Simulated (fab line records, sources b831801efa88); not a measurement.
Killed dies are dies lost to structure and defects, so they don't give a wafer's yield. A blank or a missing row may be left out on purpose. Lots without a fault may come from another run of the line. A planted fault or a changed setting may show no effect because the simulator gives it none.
Which tool did it? | flow gf180mcu | 11 lots, 33 wafers sampled, at 5 steps of a route of 602

WHAT THE GAUGES READ, wafer by wafer
GF_CONTACT_CD_MEAS_14: target cd 220 nm.
lot  | measured     | on        | cd_nm (nm)
L657 | day 16 00:07 | cd_sem-01 | 218.8 218.4 218.5
L660 | day 17 07:10 | cd_sem-01 | 220.1 220.0 220.4
L661 | day 17 11:54 | cd_sem-01 | 223.1 224.2 224.0
L662 | day 17 21:12 | cd_sem-01 | 218.2 218.0 217.9
L666 | day 19 11:48 | cd_sem-02 | 218.4 218.8 219.7
L667 | day 19 22:51 | cd_sem-02 | 220.3 219.1 218.3
L668 | day 20 08:55 | cd_sem-01 | 220.2 221.2 220.3
L670 | day 21 03:53 | cd_sem-01 | 217.1 217.9 218.9
L672 | day 21 17:49 | cd_sem-02 | 220.8 221.5 220.4
L678 | day 23 11:56 | cd_sem-01 | 218.9 220.1 220.0
L680 | day 24 07:39 | cd_sem-01 | 221.7 223.0 222.3

GF_M1_CD_MEAS_14: target cd 230 nm.
lot  | measured     | on        | cd_nm (nm)
L657 | day 16 23:40 | cd_sem-02 | 229.8 232.5 229.6
L660 | day 18 07:28 | cd_sem-01 | 228.3 228.2 228.5
L661 | day 18 12:21 | cd_sem-02 | 230.2 230.4 230.6
L662 | day 18 22:10 | cd_sem-02 | 231.0 230.1 231.4
L666 | day 20 13:12 | cd_sem-01 | 228.9 229.4 229.5
L667 | day 21 00:12 | cd_sem-01 | 228.5 230.7 228.4
L668 | day 21 10:39 | cd_sem-02 | 237.8 238.1 236.8
L670 | day 22 04:41 | cd_sem-01 | 230.2 229.8 230.6
L672 | day 22 18:16 | cd_sem-01 | 235.5 234.8 234.5
L678 | day 24 12:16 | cd_sem-02 | 229.2 230.3 229.5
L680 | day 25 07:06 | cd_sem-02 | 229.0 229.3 228.9

WHICH TOOL RAN EACH LOT (tool, then ch and the chambers of the sampled wafers, then the start)
lot  | GF_CONTACT_SPUTTER_23        | GF_M1_SPUTTER_00             | GF_M1_COAT_09
L657 | pvd_sputter-03, day 16 00:47 | pvd_sputter-02, day 16 01:24 | litho_track-02 ch 0, day 16 12:26
L660 | pvd_sputter-02, day 17 07:50 | pvd_sputter-04, day 17 08:27 | litho_track-01 ch 0, day 17 20:03
L661 | pvd_sputter-03, day 17 12:35 | pvd_sputter-04, day 17 13:12 | litho_track-03 ch 0, day 18 00:51
L662 | pvd_sputter-01, day 17 21:53 | pvd_sputter-02, day 17 22:30 | litho_track-03 ch 0, day 18 09:42
L666 | pvd_sputter-01, day 19 12:29 | pvd_sputter-04, day 19 13:06 | litho_track-01 ch 0, day 20 01:25
L667 | pvd_sputter-03, day 19 23:32 | pvd_sputter-02, day 20 00:09 | litho_track-01 ch 0, day 20 11:49
L668 | pvd_sputter-01, day 20 09:37 | pvd_sputter-04, day 20 10:14 | litho_track-01 ch 0, day 20 22:25
L670 | pvd_sputter-01, day 21 04:32 | pvd_sputter-02, day 21 05:09 | litho_track-02 ch 0, day 21 16:45
L672 | pvd_sputter-01, day 21 18:26 | pvd_sputter-03, day 21 19:03 | litho_track-01 ch 0, day 22 06:39
L678 | pvd_sputter-03, day 23 12:35 | pvd_sputter-02, day 23 13:12 | litho_track-03 ch 0, day 24 00:27
L680 | pvd_sputter-03, day 24 08:20 | pvd_sputter-04, day 24 08:58 | litho_track-03 ch 0, day 24 19:51
- GF_CONTACT_SPUTTER_23: material TiN, target thk 10 nm, time 40 s.
- GF_M1_SPUTTER_00: material Ti, target thk 37.5 nm, time 150 s.
- GF_M1_COAT_09: resist thk 1000 nm.

WHAT THE TOOLS THEMSELVES READ (means of the sampled wafers that have a number; where no wafer has one, the mark that the record gives instead)
GF_CONTACT_SPUTTER_23.
lot  | tool           | cathode_dc_power_W (W) | throttle_valve_pct (%)
L657 | pvd_sputter-03 | 3999.7                 | 30.7
L660 | pvd_sputter-02 | 4000.4                 | 30.4
L661 | pvd_sputter-03 | 4000.1                 | 29.9
L662 | pvd_sputter-01 | 4000.1                 | 29.3
L666 | pvd_sputter-01 | 4000.5                 | 29.4
L667 | pvd_sputter-03 | 4000.7                 | 30.7
L668 | pvd_sputter-01 | 3999.3                 | 29.7
L670 | pvd_sputter-01 | 4000.1                 | 28.6
L672 | pvd_sputter-01 | 4001.0                 | 29.4
L678 | pvd_sputter-03 | 4000.3                 | 31.3
L680 | pvd_sputter-03 | 3999.8                 | 29.8

GF_M1_SPUTTER_00.
lot  | tool           | cathode_dc_power_W (W) | throttle_valve_pct (%)
L657 | pvd_sputter-02 | 4000.7                 | 30.0
L660 | pvd_sputter-04 | 4000.0                 | 29.6
L661 | pvd_sputter-04 | 4000.3                 | 29.5
L662 | pvd_sputter-02 | 4000.3                 | 30.5
L666 | pvd_sputter-04 | 3999.7                 | 30.5
L667 | pvd_sputter-02 | 4000.5                 | 30.4
L668 | pvd_sputter-04 | 4000.5                 | 30.3
L670 | pvd_sputter-02 | 4000.1                 | 31.0
L672 | pvd_sputter-03 | 4000.0                 | 30.2
L678 | pvd_sputter-02 | 4000.5                 | 30.6
L680 | pvd_sputter-04 | 3999.8                 | 29.2

THE ANSWER, worked out from the rows above alone
Rule: what is usual is taken from the lots themselves. Put in order of their means at a reading, lots are off if they are a third of the lots or fewer, leave a main group of 4 or more, and stand apart from it by a gap of 3 or more times the standard deviation of the main group's means; of several such gaps the widest counts. A main group whose means are all the same, to the digits that the tables above print for the reading, isn't used. A lot without any number at a reading at which 4 lots or more have one is off too. The other lots that the step has rows for count as sound. The gauges are gone through in route order, then the tools' own readings, and for those a lot's mean is taken as printed above. The first step at which some lot is off is used, and at that step the reading that is off furthest; a lot without a number counts as furthest.
Off: L668, L672, at GF_M1_CD_MEAS_14 (cd_nm). The main group: mean 229.7 nm, standard deviation 0.79.
A tool fits if, at a process step before that reading, it ran every lot that is off, and no sound lot after the first of them. The gauges at GF_M1_CD_MEAS_14 are tried like those tools. One fits: litho_track-01 at GF_M1_COAT_09. Its last sound lot is L667 (day 20 11:49), its first lot that is off L668 (day 20 22:25): a fault that began between those two fits.

WHAT THE SIMULATOR HAD PUT IN
Process parameter drift: litho_track-01, from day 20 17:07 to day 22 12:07, at GF_M1_COAT_09. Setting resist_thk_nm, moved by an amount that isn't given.
Lots struck among those shown: L668, L672. The rule above found the same.
